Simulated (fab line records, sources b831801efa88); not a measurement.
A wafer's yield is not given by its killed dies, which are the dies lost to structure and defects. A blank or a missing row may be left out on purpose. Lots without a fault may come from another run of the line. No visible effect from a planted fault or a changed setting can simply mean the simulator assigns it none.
fab line records | flow sky130
[record] lots = 7 wafers = 18 last-day = 50
route steps=708 shown VT_ADJUST_NCORE@125 VT_ADJUST_HVTR@131
lots that met no fault: taken from a fault-free run of the same line
start-h: the number of hours between the record's first day and the start of the first shown wafer of the lot | wait-h: how many hours have passed since the lot's step before this one | " identical to the entry in the row above | L1.1+2: several wafers, shown together as one row | - either no value or no given start | * or withheld: withheld | < > ~ a bound
route shown NAME@n: names a module that has steps shown in the file, with the first one's number in the route | usual: mean/standard deviation taken from wafers without a fault | same: alike in all rows | chamber/n: place in a boat | sites: each site's reading | _std_site: standard deviation across them | _edge_site: outer sites' mean less inner sites' | radius-mm: for every site, how far away it sits from the centre of the wafer | mask NAME#n: copy n | behind: the tool/chamber that last shaped the wafer | hold: reason for holding the lot/hours on hold/outcome of the hold | device: transistor that didn't switch, given as n, p or np | end of line: at the end of the route, the tests of the same wafers | a step without rows: its recipe alone | killed: not the wafer's yield, but the dies lost to structure and defects at the first sort | map: per-die view of a wafer (x killed, . not killed, _ where there is no die)
set.NAME: the run value of the setting; set.NAME@STEP: its run value at that earlier step | model.NAME: the simulator's own value behind a step, which no gauge read
lots seen at some steps along the route; tables by step, rows by wafer
services: from which hour (start-h, from the record's first day; less than 0 if before it) a tool's chamber was out of use, for how many hours, and why
[[steps]]
[step SKY_VT_ADJUST_NCORE_DEVELOP_06]
[recipe] resist = NOVOLAK developer = TMAH develop-time-s = 60 dev-temp-c = 23
[step SKY_VT_ADJUST_NCORE_CD_MEAS_07]
[recipe] target-cd-nm = 380
[usual] cd-nm = 380/3.1
// columns lot.wafer tool chamber start-h wait-h cd-nm
L693.1 cd-sem-02 - 205.21 0.1 380
L693.2 " - " " 380
L693.4 " - " " 379
L700.2 cd-sem-02 - 250.56 0.1 376
L700.3 " - " " 380
L700.5 " - " " 375
L706.4 cd-sem-01 - 307.40 0.1 379
L706.6 " - " " 379
L708.1 cd-sem-02 - 310.06 0.1 380
L708.3 " - " " 380
L708.5 " - " " 380
L709.2 cd-sem-01 - 316.61 0.1 378
L709.4 " - " " 376
L710.4 cd-sem-02 - 322.17 0.1 379
L710.6 " - " " 380
L713.1 cd-sem-02 - 348.39 0.1 383
L713.4 " - " " 383
L713.5 " - " " 384
[step SKY_VT_ADJUST_NCORE_OVL_MEAS_08]
[usual] VT_ADJUST_NCORE_OVL = 0.3/1.4
// columns lot.wafer tool chamber start-h wait-h VT_ADJUST_NCORE_OVL[nm]
L693.1 overlay-02 - 205.33 0.1 1.1
L693.2 " - " " 0.9
L693.4 " - " " -1.0
L700.2 overlay-01 - 250.66 0.1 1.4
L700.3 " - " " 0.1
L700.5 " - " " 1.2
L706.4 overlay-01 - 307.48 0.1 -0.1
L706.6 " - " " -2.5
L708.1 overlay-01 - 310.18 0.1 -2.6
L708.3 " - " " -0.3
L708.5 " - " " -0.1
L709.2 overlay-01 - 316.71 0.1 2.9
L709.4 " - " " 0.4
L710.4 overlay-01 - 322.25 0.1 1.9
L710.6 " - " " 1.7
L713.1 overlay-02 - 348.51 0.1 -0.9
L713.4 " - " " -0.8
L713.5 " - " " -1.2
[step SKY_VT_ADJUST_NCORE_IMPLANT_09]
[recipe] species = B energy-kev = 10 dose-cm2 = 2.4e+12 tilt-deg = withheld
[step SKY_VT_ADJUST_NCORE_STRIP_10]
[recipe] chemistry = O2/N2 power-w = 1400 pressure-mtorr = 1500 platen-temp-c = withheld o2-flow-sccm = 3000 n2-flow-sccm = 300 overash-fraction = 0.5
[usual] drypump-motor-current-A = 5.9/0.33 oes-product-au = 0.716/0.0043 strip-time-to-endpoint-s = 14.21/0.032
// columns lot.wafer tool chamber start-h wait-h drypump-motor-current-A oes-product-au rf-hours-counter-h strip-time-to-endpoint-s
L693.1 plasma-asher-03 0 205.51 0.1 5.9 0.710 53 14.22
L693.2 " 1 " " 6.0 0.720 53 14.28
L693.4 " 0 " " 5.9 0.719 - 14.25
L700.2 plasma-asher-04 1 250.84 0.1 5.9 0.718 56 14.21
L700.3 " 1 " " 5.9 0.716 - 14.15
L700.5 " 0 " " 5.8 0.714 - 14.19
L706.4 plasma-asher-04 1 307.68 0.1 5.8 0.715 - 14.21
L706.6 " 0 " " 5.8 0.712 - 14.23
L708.1 plasma-asher-03 1 310.37 0.1 6.0 0.714 62 14.20
L708.3 " 0 " " 5.8 0.717 - 14.20
L708.5 " 1 " " 6.0 0.711 - 14.17
L709.2 plasma-asher-03 1 316.89 0.1 6.0 0.720 62 14.22
L709.4 " 0 " " 5.8 0.716 - 14.21
L710.4 plasma-asher-02 0 322.45 0.1 6.6 0.717 - 14.21
L710.6 " 1 " " 5.4 0.714 - 14.19
L713.1 plasma-asher-02 0 348.69 0.1 6.6 0.707 20 14.20
L713.4 " 1 " " 5.4 0.706 - 14.22
L713.5 " 1 " " 5.5 0.716 - 14.16
[step SKY_VT_ADJUST_NCORE_TW_MEAS_11]
[usual] VT_ADJUST_NCORE_TW = 219.8/1.3
// columns lot.wafer tool chamber start-h wait-h VT_ADJUST_NCORE_TW
L693.1 film-metro-01 - 205.61 0.1 218.7
L693.2 " - " " 217.4
L693.4 " - " " 218.7
L700.2 film-metro-02 - 250.95 0.1 220.7
L700.3 " - " " 219.9
L700.5 " - " " 220.2
L706.4 film-metro-01 - 307.77 0.1 219.2
L706.6 " - " " 218.8
L708.1 film-metro-01 - 310.47 0.1 219.2
L708.3 " - " " 219.8
L708.5 " - " " 219.4
L709.2 film-metro-02 - 317.00 0.1 220.1
L709.4 " - " " 221.1
L710.4 film-metro-01 - 322.55 0.1 217.9
L710.6 " - " " 218.5
L713.1 film-metro-01 - 348.79 0.1 219.7
L713.4 " - " " 218.0
L713.5 " - " " 217.8
[step SKY_VT_ADJUST_HVTR_DEHYDRATE_00]
[recipe] temp-c = 200 time-s = 60
[step SKY_VT_ADJUST_HVTR_HMDS_01]
[recipe] prime-time-s = 60 prime-temp-c = 120
[step SKY_VT_ADJUST_HVTR_COAT_02]
[recipe] resist = NOVOLAK spin-rpm = 3000 resist-thk-nm = 1140
[step SKY_VT_ADJUST_HVTR_SOFTBAKE_03]
[recipe] temp-c = 90 time-s = 60 resist = NOVOLAK
[step SKY_VT_ADJUST_HVTR_EXPOSE_04]
[recipe] mask-id = HVTRM target-cd-nm = 380 na = 0.6 source-shape = conventional sigma-outer = 0.6 dose-mj = 150
[step SKY_VT_ADJUST_HVTR_PEB_05]
[recipe] temp-c = withheld time-s = * resist = NOVOLAK
[step SKY_VT_ADJUST_HVTR_DEVELOP_06]
[recipe] develop-time-s = 60 dev-temp-c = 23
// columns lot.wafer tool chamber start-h wait-h
L693.1+2+4 litho-track-01 0 227.96 0.1
L700.2+3+5 litho-track-02 0 274.46 0.1
L706.4+6 litho-track-01 0 334.53 0.1
L708.1+3+5 litho-track-04 0 337.92 0.1
L709.2+4 litho-track-01 0 343.08 0.1
L710.4+6 litho-track-01 0 348.98 0.1
L713.1+4+5 litho-track-04 0 375.97 0.1
[step SKY_VT_ADJUST_HVTR_CD_MEAS_07]
[recipe] target-cd-nm = 380
[usual] cd-nm = 380.1/2.6
// columns lot.wafer tool chamber start-h wait-h hold cd-nm
L693.1 cd-sem-02 - 228.11 0.1 - 384.0
L693.2 " - " " - 382.8
L693.4 " - " " - 384.5
L700.2 cd-sem-02 - 274.61 0.1 - 382.6
L700.3 " - " " - 378.9
L700.5 " - " " - 380.6
L706.4 cd-sem-02 - 334.67 0.1 await-dispo/0.2h/release 400.1
L706.6 " - " " await-dispo/0.2h/release 400.3
L706.4 cd-sem-02 - 334.95 0.3 - 400.5
L706.6 " - " " - 400.0
L708.1 cd-sem-02 - 338.07 0.1 - 380.6
L708.3 " - " " - 382.5
L708.5 " - " " - 382.3
L709.2 cd-sem-02 - 343.22 0.1 await-dispo/0.2h/release 381.8
L709.4 " - " " await-dispo/0.2h/release 401.7
L709.2 cd-sem-02 - 343.51 0.3 - 381.3
L709.4 " - " " - 401.6
L710.4 cd-sem-02 - 349.11 0.1 await-dispo/0.2h/release 398.9
L710.6 " - " " await-dispo/0.2h/release 399.4
L710.4 cd-sem-02 - 349.54 0.4 - 398.8
L710.6 " - " " - 399.8
L713.1 cd-sem-02 - 376.12 0.1 - 382.7
L713.4 " - " " - 384.2
L713.5 " - " " - 383.7
[step SKY_VT_ADJUST_HVTR_OVL_MEAS_08]
[usual] VT_ADJUST_HVTR_OVL = -0.6/1.2
// columns lot.wafer tool chamber start-h wait-h hold VT_ADJUST_HVTR_OVL[nm]
L693.1 overlay-02 - 228.23 0.1 - -0.2
L693.2 " - " " - -0.2
L693.4 " - " " - -1.1
L700.2 overlay-01 - 274.71 0.1 - 1.0
L700.3 " - " " - 0.3
L700.5 " - " " - 0.6
L708.1 overlay-02 - 338.19 0.1 - -1.0
L708.3 " - " " - 0.3
L708.5 " - " " - -1.3
L706.4 overlay-01 - 338.62 3.7 await-dispo/3.6h/release -2.3
L706.6 " - " " await-dispo/3.6h/release 0.3
L709.2 overlay-02 - 344.83 1.3 await-dispo/1.2h/release 0.0
L709.4 " - " " await-dispo/1.2h/release -0.5
L710.4 overlay-02 - 353.79 4.2 await-dispo/4.2h/release -0.2
L710.6 " - " " await-dispo/4.2h/release -1.0
L713.1 overlay-02 - 376.24 0.1 - -1.1
L713.4 " - " " - -1.4
L713.5 " - " " - -2.3
[[services]]
// columns tool chamber start-h hours kind
plasma-asher-02 - 212.40 3.1 repair
plasma-asher-03 - 216.49 14.6 pm
plasma-asher-04 - 325.69 0.4 repair
plasma-asher-04 - 335.62 4.0 repair
plasma-asher-04 - 349.05 13.1 repair
litho-track-02 - 370.11 - consumable-replace:filter
[[key]]
[first-sign] step = SKY_VT_ADJUST_HVTR_CD_MEAS_07 reading = visit direction = added
[effect] step = SKY_VT_ADJUST_HVTR_CD_MEAS_07 reading = cd-nm direction = up sigmas = 7.6 usual = 380.1 struck = 400.1
met-at SKY_VT_ADJUST_HVTR_DEVELOP_06
struck-wafers L706.4,L706.6,L709.4,L710.4,L710.6
tester-left-out L706,L709,L710
onset-between 227.96 334.53
[fault] kind = process-parameter-drift tool = litho-track-01 chamber = - onset-h = 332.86 steps = SKY_VT_ADJUST_HVTR_DEVELOP_06 channel = develop-time-s offset = * shape = step end-h = 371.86 scope = struck-wafers-only acts-in = * stated = *
// tester-left-out: of these lots the tester's yield and bins aren't shown, on N5 and GAA mostly nor the transistor test; their killed dies are dies lost to structure and defects alone, not to doping, threshold or leakage, so they don't give the yield
